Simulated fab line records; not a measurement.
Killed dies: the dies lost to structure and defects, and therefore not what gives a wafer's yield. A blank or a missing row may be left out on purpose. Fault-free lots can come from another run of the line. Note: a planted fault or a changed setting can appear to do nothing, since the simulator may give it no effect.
8D (eight disciplines) problem report, filled in by code    flow gf180mcu    the parts of the form that need people (team, actions taken, sign-off) are left out

== 1. WHAT WENT WRONG ==
Mean CONTACT_CVD_00_THK at GF_CONTACT_THK_MEAS_01: 239 nm over 9 wafers in 3 lots; fault-free wafers: 301 nm, standard deviation 3.9. That puts it -16 standard deviations away from the usual mean.
Seen first at day 18 23:30 on film metro-04, wafer L130.2. At this step, 39 wafers from 13 lots have a number in the record. By rule, "out" or "out of limits" means more than 4 standard deviations away from the usual mean. The rest of the wafers with a number are treated as sound.

== 2. WHAT IT IS, WHAT IT ISN'T ==
question                     is                                           is not
which readings at this step  CONTACT_CVD_00_THK                           -
which lots                   L130, L131, L132                             L121, L123, L124, L125, L127, L128, L139, L140, L142, L143
which wafers of those lots   all that have a number                       -
read on which gauges         film metro-01, film metro-02, film metro-04  -
when                         from day 18 23:30                            up to then (18 sound wafers); but 12 sound wafers of L139, L140, L142, L143 came after

== 3. WHAT RULES OUT EACH SUSPECT ==
Counting: a tool at a process step up to the reading stays a suspect if it ran every lot that is out and no sound lot after the first of them.
- the gauge at GF_CONTACT_THK_MEAS_01 is ruled out. The wafers that are out were read on 3 gauges (film metro-01, film metro-02, film metro-04).
- hdpcvd-01 at GF_CONTACT_CVD_00 (deposits SiO2, target thk 300 nm, time 50 s): ruled out as a lasting fault. Sound lots L140, L143 ran on it after its first lot that is out, L130 (day 18 23:27).
Left after counting: nothing in the record.

== 4. THE CAUSE (what the simulator had put in) ==
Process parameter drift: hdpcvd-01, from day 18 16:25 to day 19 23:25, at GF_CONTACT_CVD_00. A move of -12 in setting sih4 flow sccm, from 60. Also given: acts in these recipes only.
Counting ruled it out, wrongly: the rule takes a fault to strike every lot that its tool runs from its start on, and this one did not.

== 5. THE EFFECT CHAIN, in route order ==
Rows list readings where the struck wafers' mean (over those with a number) sits beyond 3 standard deviations from the usual. Scope: only readings with a usual standard deviation given in the record; hours: median across lots of the time from each lot's start at the first step in this table that gives one to its start at this step; sigmas: change in usual standard deviations.
hours  step                    reading             usual       on struck wafers  change  sigmas
0      GF_CONTACT_CVD_00       sih4 flow sccm      59.99 sccm  48.06             -11.93  -66
0      GF_CONTACT_THK_MEAS_01  CONTACT_CVD_00_THK  301 nm      239               -62     -16
-      GF_CONTACT_ETCH_17      oes product au      0.815 a.u.  0.785             -0.030  -6.0
Process steps it contains:
- GF_CONTACT_CVD_00: deposits SiO2, target thk 300 nm, time 50 s.
- GF_CONTACT_ETCH_17: etches SiO2 in C4F8/O2/Ar, stops on CoSi2, target depth 860 nm.

== 6. WHAT WOULD HAVE CAUGHT IT SOONER ==
7 hours passed between the start of the fault at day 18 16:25 and the first reading out of limits at a measuring or inspecting step in this record, taken at day 18 23:30.
At GF_CONTACT_CVD_00, the tool's own readings (sih4 flow sccm) were out on each struck wafer the step has a row for, so an alarm limit on them would have fired on the first such wafer.
